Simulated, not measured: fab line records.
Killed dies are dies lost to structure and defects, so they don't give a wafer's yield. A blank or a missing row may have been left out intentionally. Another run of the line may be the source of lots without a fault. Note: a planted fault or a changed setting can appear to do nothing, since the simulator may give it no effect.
Which tool is to blame? ; flow gf180mcu ; Sampling: 13 lots, 39 wafers, 3 of 602 route steps

WHAT THE GAUGES READ, wafer by wafer
GF_V2_OVL_MEAS_15.
lot;measured;on;V2_OVL (nm)
L714;day 20 05:08;overlay-02;-6 -3 1
L716;day 21 04:56;overlay-02;-2 -1 0
L717;day 21 09:32;overlay-01;-5 -4 -1
L720;day 22 12:47;overlay-01;-13 -6 -12
L721;day 23 13:05;overlay-02;2 6 -5
L726;day 24 20:08;overlay-01;2 3 9
L725;day 24 20:38;overlay-02;-11 -5 -13
L728;day 25 13:08;overlay-01;2 -9 1
L730;day 25 22:56;overlay-02;-12 1 -4
L729;day 26 01:08;overlay-02;1 -6 -11
L731;day 26 06:20;overlay-01;-17 -4 -8
L736;day 27 17:17;overlay-02;-6 -2 -4
L737;day 28 01:23;overlay-02;-10 -14 -9

GF_V3_THK_MEAS_01.
lot;measured;on;V3_CVD_00_THK (nm)
L714;day 21 07:47;film_metro-02;576 576 574
L716;day 22 07:36;film_metro-04;569 583 592
L717;day 22 11:32;film_metro-04;571 573 571
L720;day 23 14:38;film_metro-02;583 578 584
L721;day 24 13:55;film_metro-02;577 567 581
L726;day 25 20:11;film_metro-02;588 581 586
L725;day 25 21:04;film_metro-02;590 573 581
L728;day 26 12:42;film_metro-02;576 587 577
L730;day 26 22:19;film_metro-01;576 571 580
L729;day 26 23:52;film_metro-02;581 584 586
L731;day 27 05:26;film_metro-04;582 577 577
L736;day 28 15:16;film_metro-04;593 589 595
L737;day 28 22:59;film_metro-01;574 581 581

EACH LOT AND THE TOOL THAT RAN IT (in order: tool; ch and the chambers of the sampled wafers; start)
lot;GF_M3_SPUTTER_00
L714;pvd_sputter-04, day 20 06:34
L716;pvd_sputter-04, day 21 06:21
L717;pvd_sputter-04, day 21 10:58
L720;pvd_sputter-04, day 22 14:31
L721;pvd_sputter-03, day 23 14:49
L726;pvd_sputter-03, day 24 21:32
L725;pvd_sputter-04, day 24 22:01
L728;pvd_sputter-04, day 25 14:35
L730;pvd_sputter-02, day 26 00:22
L729;pvd_sputter-04, day 26 02:34
L731;pvd_sputter-02, day 26 07:46
L736;pvd_sputter-04, day 27 18:40
L737;pvd_sputter-04, day 28 02:49
- GF_M3_SPUTTER_00: material Ti, target thk 37.5 nm, time 150 s.

AS READ BY THE TOOLS THEMSELVES (means over the sampled wafers that have a number; for cases with no such wafer, the mark the record gives instead)
GF_M3_SPUTTER_00.
lot;tool;cathode_dc_power_W (W);substrate_temp_c (C);throttle_valve_pct (%)
L714;pvd_sputter-04;4000.6;199.94;29.5
L716;pvd_sputter-04;4000.7;199.87;29.5
L717;pvd_sputter-04;3999.7;200.16;29.7
L720;pvd_sputter-04;3999.4;199.97;29.5
L721;pvd_sputter-03;3999.2;200.06;29.7
L726;pvd_sputter-03;4000.4;200.11;29.8
L725;pvd_sputter-04;4000.2;199.95;29.8
L728;pvd_sputter-04;4000.2;200.06;29.4
L730;pvd_sputter-02;4000.5;200.02;29.7
L729;pvd_sputter-04;3999.5;200.20;29.6
L731;pvd_sputter-02;4000.1;199.96;29.5
L736;pvd_sputter-04;4000.2;200.21;29.6
L737;pvd_sputter-04;4000.3;199.97;29.6

THE ANSWER, worked out from the rows above alone
Rule: usual is defined by the lots themselves. Put in order of their means at a reading, lots are off if they are a third of the lots or fewer, leave a main group of 4 or more, and stand apart from it by a gap of 3 or more times the standard deviation of the main group's means; of several such gaps the widest counts. If all means in a main group match to the digits the tables above print for the reading, that group is not used. A lot without any number at a reading at which 4 lots or more have one is off too. Any other lot the step has rows for is counted as sound. Order of review: gauges by route order, followed by the tools' own readings, for which a lot's mean as printed above is used. The first step at which some lot is off is used, and at that step the reading that is off furthest; a lot without a number counts as furthest.
No lot is off at any reading shown: from this, nothing can be told.

WHAT HAD BEEN PUT IN BY THE SIMULATOR
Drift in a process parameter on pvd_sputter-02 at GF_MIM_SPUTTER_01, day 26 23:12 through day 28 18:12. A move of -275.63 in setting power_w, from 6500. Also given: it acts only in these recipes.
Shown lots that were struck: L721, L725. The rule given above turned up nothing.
